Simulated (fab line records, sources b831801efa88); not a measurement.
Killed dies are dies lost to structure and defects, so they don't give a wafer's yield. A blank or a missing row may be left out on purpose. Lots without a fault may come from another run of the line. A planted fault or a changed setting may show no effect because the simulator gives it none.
One fault seen from 2 desks | flow sky130 | each desk has only its own numbers; what lay behind them comes last

THE TOOL OWNER'S DESK: rie_diel-01
The tool's own readings at SKY_VIA1_ETCH_14 (etches BARC in N2/H2, stops on SiO2, time 45.9 s, target depth 60 nm): means of the sampled wafers that have a number, for each lot that ran on this tool. A lot is out of limits, marked OUT, if its mean lies more than 4 standard deviations from the usual mean; the brackets give that distance.
Columns: A = drypump_motor_current_A at SKY_VIA1_ETCH_14, usual 5.8 A; B = oes_product_au at SKY_VIA1_ETCH_14, usual 0.855 a.u.; C = throttle_valve_pct at SKY_VIA1_ETCH_14, usual 13.225 %
lot  | first seen here | A   | B     | C
L581 | day 34 22:51    | 5.7 | 0.853 | 13.231
L582 | day 35 15:40    | 5.8 | 0.854 | 13.226
L590 | day 37 16:36    | 5.5 | 0.853 | 13.222
L589 | day 37 19:04    | 5.8 | 0.855 | 13.216
L591 | day 37 20:33    | 5.7 | 0.851 | 13.231
This desk's finding: nothing out of limits on any of the 5 lots.

THE METROLOGY DESK
What the gauges read, lot by lot, whatever tool the lot ran on: means of the sampled wafers that have a number. A lot is out of limits, marked OUT, if its mean lies more than 4 standard deviations from the usual mean; the brackets give that distance.
Columns: A = VIA4_OVL at SKY_VIA4_OVL_MEAS_11, usual 0.1 nm
lot  | first seen here | A
L579 | day 42 18:26    | -0.6
L581 | day 43 15:11    | -0.1
L582 | day 44 07:00    | -0.6
L588 | day 45 06:41    | -0.9
L590 | day 45 23:01    | -0.2
L589 | day 46 01:07    | 0.0
L591 | day 46 05:45    | -0.1
L597 | day 47 11:33    | 0.1
L599 | day 47 20:13    | 1.3
L600 | day 48 04:08    | -0.2
L601 | day 48 21:53    | 0.6
L602 | day 48 22:51    | 1.1
This desk's finding: nothing out of limits on any of the 12 lots.

PUT TOGETHER
The tool owner's desk saw nothing out of limits.
The metrology desk saw nothing out of limits.

WHAT THE SIMULATOR HAD PUT IN
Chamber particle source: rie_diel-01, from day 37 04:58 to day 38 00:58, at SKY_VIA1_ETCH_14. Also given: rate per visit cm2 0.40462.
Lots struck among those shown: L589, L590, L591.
